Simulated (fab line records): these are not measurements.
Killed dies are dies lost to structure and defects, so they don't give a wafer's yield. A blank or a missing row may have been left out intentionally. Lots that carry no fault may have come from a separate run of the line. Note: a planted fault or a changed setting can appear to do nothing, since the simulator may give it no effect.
Which tool is to blame? + flow sky130 + Sampling: 6 lots, 18 wafers, 3 of 708 route steps

WHAT THE GAUGES SHOWED, per wafer
SKY_LDD_LDN_OVL_MEAS_07.
| lot  | measured     | on         | LDD_LDN_OVL (nm)  |
|------|--------------|------------|-------------------|
| L672 | day 23 00:37 | overlay-01 | 0.1 -0.8 -2.1     |
| L676 | day 25 01:57 | overlay-01 | -53.9 -53.4 -54.6 |
| L679 | day 26 04:49 | overlay-01 | -53.7 -52.7 -54.8 |
| L681 | day 26 16:02 | overlay-01 | 3.7 3.1 1.0       |
| L686 | day 28 06:56 | overlay-01 | 1.6 -0.3 0.0      |
| L688 | day 28 23:31 | overlay-01 | 0.9 0.2 0.2       |

WHICH TOOL RAN EACH LOT (tool, then ch and the chambers of the sampled wafers, then the start)
| lot  | SKY_FIELD_ISO_ETCH_17           | SKY_LDD_LDN_EXPOSE_04               |
|------|---------------------------------|-------------------------------------|
| L672 | rie si-02 ch 2,3, day 2 10:46   | iline stepper-02 ch 0, day 22 10:12 |
| L676 | rie si-02 ch 0,3, day 3 08:32   | iline stepper-02 ch 0, day 24 10:40 |
| L679 | rie si-01 ch 0,2,3, day 3 21:47 | iline stepper-02 ch 0, day 25 14:31 |
| L681 | rie si-02 ch 1,3, day 4 08:49   | iline stepper-01 ch 0, day 26 01:40 |
| L686 | rie si-02 ch 0,1,3, day 5 10:23 | iline stepper-01 ch 0, day 27 16:56 |
| L688 | rie si-01 ch 0,3, day 5 23:56   | iline stepper-01 ch 0, day 28 09:23 |
- SKY_FIELD_ISO_ETCH_17: etches Si in HBr/Cl2/O2, target depth 342 nm, time 97.7 s.
- SKY_LDD_LDN_EXPOSE_04: exposes mask LDNTM, target cd 700 nm.

THE ANSWER, worked out from the rows above alone
Rule: the usual values come from the lots themselves. Put in order of their means at a reading, lots are off if they are a third of the lots or fewer, leave a main group of 4 or more, and stand apart from it by a gap of 3 or more times the standard deviation of the main group's means; of several such gaps the widest counts. The tables above print the reading to a certain number of digits; a main group whose means all agree to those digits is not used. A lot without any number at a reading at which 4 lots or more have one is off too. Where the step has rows for the other lots, those lots are counted as sound.
Off: L676, L679, at SKY_LDD_LDN_OVL_MEAS_07 (LDD_LDN_OVL). For the main group the mean is 0.6 nm and the standard deviation 1.3.
If a tool, at a process step before that reading, ran all the lots that are off and no sound lot after the first of them, it fits. Gauges at SKY_LDD_LDN_OVL_MEAS_07: tried the same way as those tools. One fits: iline stepper-02 at SKY_LDD_LDN_EXPOSE_04. Its last sound lot is L672 (day 22 10:12), its first lot that is off L676 (day 24 10:40): a fault that began between those two fits.

WHAT HAD BEEN PUT IN BY THE SIMULATOR
Scanner matching overlay: iline stepper-02, from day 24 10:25 on, at SKY_LDD_LDN_EXPOSE_04. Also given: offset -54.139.
Lots struck among those shown: L676, L679. The rule above found the same.
